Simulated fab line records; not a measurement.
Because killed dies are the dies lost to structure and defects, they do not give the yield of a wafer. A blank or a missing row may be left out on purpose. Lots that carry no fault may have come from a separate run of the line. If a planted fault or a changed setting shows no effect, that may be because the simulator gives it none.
What tool caused it? ; flow gf180mcu ; Sampling: 6 lots, 18 wafers, 3 of 602 route steps

== WHAT THE GAUGES READ, wafer by wafer ==
GF_PSD_RS_MEAS_14: measures by four-point-probe.
lot;measured;on;NSD_RS (ohm/sq)
L290;day 15 05:04;film_metro-01;46.20 46.27 46.23
L294;day 16 23:43;film_metro-03;46.22 46.23 46.21
L297;day 17 22:59;film_metro-03;46.07 45.98 46.05
L299;day 18 10:46;film_metro-01;44.18 44.24 44.17
L303;day 20 03:02;film_metro-03;44.01 43.99 43.98
L310;day 22 08:19;film_metro-04;46.00 46.04 46.03

== WHAT TOOL EACH LOT RAN ON (gives the tool, then ch and the chambers of the sampled wafers, and finally the start) ==
lot;GF_NSD_IMPLANT_09;GF_NSD_STRIP_11
L290;implanter-03 ch 0, day 14 07:11;plasma_asher-04 ch 0,1, day 14 07:29
L294;implanter-02 ch 0, day 16 00:29;plasma_asher-02 ch 0,1, day 16 00:47
L297;implanter-01 ch 0, day 16 22:01;plasma_asher-02 ch 1, day 16 22:19
L299;implanter-02 ch 0, day 17 10:05;plasma_asher-04 ch 0,1, day 17 10:41
L303;implanter-03 ch 0, day 19 01:12;plasma_asher-03 ch 0,1, day 19 01:59
L310;implanter-02 ch 0, day 21 06:50;plasma_asher-03 ch 0,1, day 21 07:08
- GF_NSD_IMPLANT_09
- GF_NSD_STRIP_11: strips in O2/N2.

== THE ANSWER, worked out from the rows above alone ==
Rule: what is usual is taken from the lots themselves. The widest of any qualifying gaps counts: lots, ordered by their means at a reading, are off when they make up no more than a third of the lots, leave a main group of 4 or more, and stand apart from it by 3 or more times the standard deviation of that group's means. A main group is skipped when, at the precision printed for the reading in the tables above, its means are all equal. A lot without any number at a reading at which 4 lots or more have one is off too. All remaining lots with rows at the step are treated as sound.
Off: L299, L303, seen at GF_PSD_RS_MEAS_14 (NSD_RS). The main group has a mean of 46.13 ohm/sq with a standard deviation of 0.099.
If a tool, at a process step before that reading, ran all the lots that are off and no sound lot after the first of them, it fits. The gauges at GF_PSD_RS_MEAS_14 are tried like those tools. Not one of the candidates tried fits.

== WHAT THE SIMULATOR HAD PUT IN ==
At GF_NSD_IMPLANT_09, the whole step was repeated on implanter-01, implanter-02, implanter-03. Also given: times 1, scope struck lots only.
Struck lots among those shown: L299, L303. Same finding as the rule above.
